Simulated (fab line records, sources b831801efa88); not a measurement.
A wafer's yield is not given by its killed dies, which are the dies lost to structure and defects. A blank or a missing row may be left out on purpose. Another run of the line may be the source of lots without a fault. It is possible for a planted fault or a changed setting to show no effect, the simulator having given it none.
A struck lot beside a sound one | flow sky130 | 35 steps out of a route of 708
Sound: these wafers, L652.1, L652.4, L652.5. Struck: wafer L671.1 (left out: L671.4, L671.5 of the same lot, which were not struck); the cause appears at the end.
At each step with rows: each side's tool, then ch and its chambers, then its first start. Under that, the readings that differ: sound wafers | struck wafers | difference of the means | sigmas: that difference in standard deviations of wafers without a fault.
alike: same words and numbers on both sides, and readings whose means sit less than 2 such deviations apart. not compared: any withheld reading, any reading some wafer has no value for, any bound like >300 that may hide the same value, and any number with overlapping values for which the record gives no deviation.
A row with sigmas, a row that says differs or no value, or rows on one side alone: a step with any of these is where the two part. Numbers that have no deviation but don't overlap get no sigmas and don't part them. A reading that every wafer of one side lacks parts them only if that side has two wafers or more.

SKY_SD_P_CD_MEAS_07: target cd 380 nm.
  struck on cdSem-02, day 33 18:54; sound on cdSem-01, day 26 08:49
reading   | sound             | struck | difference | sigmas
cdNm (nm) | 378.9 379.7 380.7 | 374.0  | -5.8       | -3
SKY_SD_P_OVL_MEAS_08:
  struck on overlay-01, day 33 19:01; sound on overlay-01, day 26 08:56
  alike: SD_P_OVL
after that, 1 step had no rows for these wafers: SKY_SD_P_IMPLANT_09.
SKY_SD_P_STRIP_10: strips in O2/N2.
  sound on plasmaAsher-02 ch 0,1, day 26 09:07; struck on plasmaAsher-01 ch 0, day 33 19:13
reading                  | sound             | struck | difference | sigmas
drypumpMotorCurrentA (A) | 6.4 6.4 6.3       | 5.4    | -1.0       | -2
n2FlowSccm (sccm)        | 301.0 302.6 301.1 | 299.6  | -2.0       | -2
stripTimeToEndpointS (s) | 17.43 17.43 17.43 | 17.55  | +0.12      | +3
  alike: oesProductAu
  not compared: rfHoursCounterH
SKY_SD_P_TW_MEAS_11:
  struck on filmMetro-02, day 33 19:19; sound on filmMetro-03, day 26 09:13
  alike: SD_P_TW
then, 7 steps without rows for these wafers: SKY_RES_XHIGH_DEHYDRATE_00 (time 60 s); SKY_RES_XHIGH_HMDS_01 (prime time 60 s); SKY_RES_XHIGH_COAT_02 (resist thk 1140 nm); SKY_RES_XHIGH_SOFTBAKE_03 (time 60 s); SKY_RES_XHIGH_EXPOSE_04 (exposes mask URPM, target cd 1270 nm); SKY_RES_XHIGH_PEB_05; SKY_RES_XHIGH_DEVELOP_06 (develop time 60 s).
SKY_RES_XHIGH_IMPLANT_07:
  sound on implanter-04 ch 0, day 27 14:37; struck on implanter-04 ch 0, day 34 18:18
SKY_RES_XHIGH_STRIP_08: strips in O2/N2.
  sound on plasmaAsher-04 ch 0,1, day 27 14:46; struck on plasmaAsher-03 ch 1, day 34 18:27
reading                  | sound             | struck | difference | sigmas
stripTimeToEndpointS (s) | 14.30 14.32 14.31 | 14.17  | -0.14      | -4
  alike: drypumpMotorCurrentA, n2FlowSccm, oesProductAu
  not compared: rfHoursCounterH
SKY_RES_XHIGH_TW_MEAS_09:
  struck on filmMetro-03, day 34 18:33; sound on filmMetro-02, day 27 14:52
reading      | sound          | struck | difference | sigmas
RES_XHIGH_TW | 1642 1642 1652 | 1458   | -187       | -20
then, 7 steps without rows for these wafers: SKY_SD_N_DEHYDRATE_00 (time 60 s); SKY_SD_N_HMDS_01 (prime time 60 s); SKY_SD_N_COAT_02 (resist thk 1140 nm); SKY_SD_N_SOFTBAKE_03 (time 60 s); SKY_SD_N_EXPOSE_04 (exposes mask NSDM, target cd 380 nm); SKY_SD_N_PEB_05; SKY_SD_N_DEVELOP_06 (develop time 60 s).
SKY_SD_N_CD_MEAS_07: target cd 380 nm.
  struck on cdSem-01, day 35 21:07; sound on cdSem-02, day 28 19:24
  alike: cdNm
SKY_SD_N_OVL_MEAS_08:
  struck on overlay-01, day 35 21:14; sound on overlay-01, day 28 19:31
  alike: SD_N_OVL
then, 2 steps without rows for these wafers: SKY_SD_N_IMPLANT_09; SKY_SD_N_IMPLANT_10.
SKY_SD_N_STRIP_11: strips in O2/N2.
  sound on plasmaAsher-04 ch 0,1, day 28 19:52; struck on plasmaAsher-03 ch 1, day 35 21:34
reading                  | sound             | struck | difference | sigmas
stripTimeToEndpointS (s) | 22.53 22.55 22.52 | 22.63  | +0.10      | +2
  alike: drypumpMotorCurrentA, n2FlowSccm, oesProductAu
  not compared: rfHoursCounterH
SKY_SD_N_TW_MEAS_12:
  struck on filmMetro-02, day 35 21:40; sound on filmMetro-02, day 28 19:58
  alike: SD_N_TW
then, 1 step without rows for these wafers: SKY_SD_N_CLEAN_13 (cleans in SC1/SC2, time 150 s).
SKY_SD_N_RTA_14: time 2 s.
  sound on rtpAnneal-01 ch 0, day 28 20:04; struck on rtpAnneal-02 ch 0, day 35 21:47
reading          | sound                | struck | difference | sigmas
wafer_temp_C_max | 1080.9 1076.8 1081.9 | 1076.1 | -3.8       | -3
  alike: lampPowerPct, rampUpCPerS
SKY_SD_N_RS_MEAS_16: a four-point-probe measurement.
  struck on filmMetro-03, day 35 21:57; sound on filmMetro-03, day 28 20:14
  alike: SD_N_RS
SKY_SD_N_RS_MEAS_17: a four-point-probe measurement.
  struck on filmMetro-03, day 35 22:04; sound on filmMetro-03, day 28 20:22
  alike: SD_P_RS
SKY_SD_N_RS_MEAS_18: a four-point-probe measurement.
  struck on filmMetro-03, day 35 22:11; sound on filmMetro-03, day 28 20:29
reading               | sound             | struck | difference | sigmas
RES_XHIGH_RS (ohm/sq) | 332.3 332.5 333.1 | 449.9  | +117.3     | +99 or more
then, 1 step without rows for these wafers: SKY_SALICIDE_CLEAN_00 (cleans in HF-last, time 30 s).
-- the record jumps here: 15 days lie between the struck wafers' starts before and after (it left off in module SALICIDE and takes up again in module PAD_OPEN, whose first step shown is number 708 of the route) --
SKY_PAD_OPEN_PROBE_99:
  struck on prober-02, day 51 07:43; sound on prober-02, day 46 10:37
reading                                     | sound             | struck    | difference | sigmas
killedAtFrontEnd                            | 27 23 25          | 12        | -13        | -3
model.etest.resXhighPo.lineOhmUm            | 5547 5342 5457    | 2.394e+04 | +1.849e+04 | 
model.etest.resXhighPo.rsOhmSqRange         | 65.55 29.07 35.94 | 6692      | +6648      | 
model.etest.resXhighPo.rsOhmSq              | 1933 1866 1926    | 8371      | +6463      | 
model.etest.resXhighPo.rsOhmSqRimLessCentre | 6.02 9.977 5.479  | -3592     | -3599      | 
  alike: killed_at_M0_to_M3, killed_at_M4_up, killedAtContacts, killedAtOther, killedDies, killedOpen, killedShort

WHERE THEY PART
Earliest at SKY_SD_P_CD_MEAS_07; latest, in this record, at SKY_PAD_OPEN_PROBE_99.

WHY: whatever the simulator had introduced
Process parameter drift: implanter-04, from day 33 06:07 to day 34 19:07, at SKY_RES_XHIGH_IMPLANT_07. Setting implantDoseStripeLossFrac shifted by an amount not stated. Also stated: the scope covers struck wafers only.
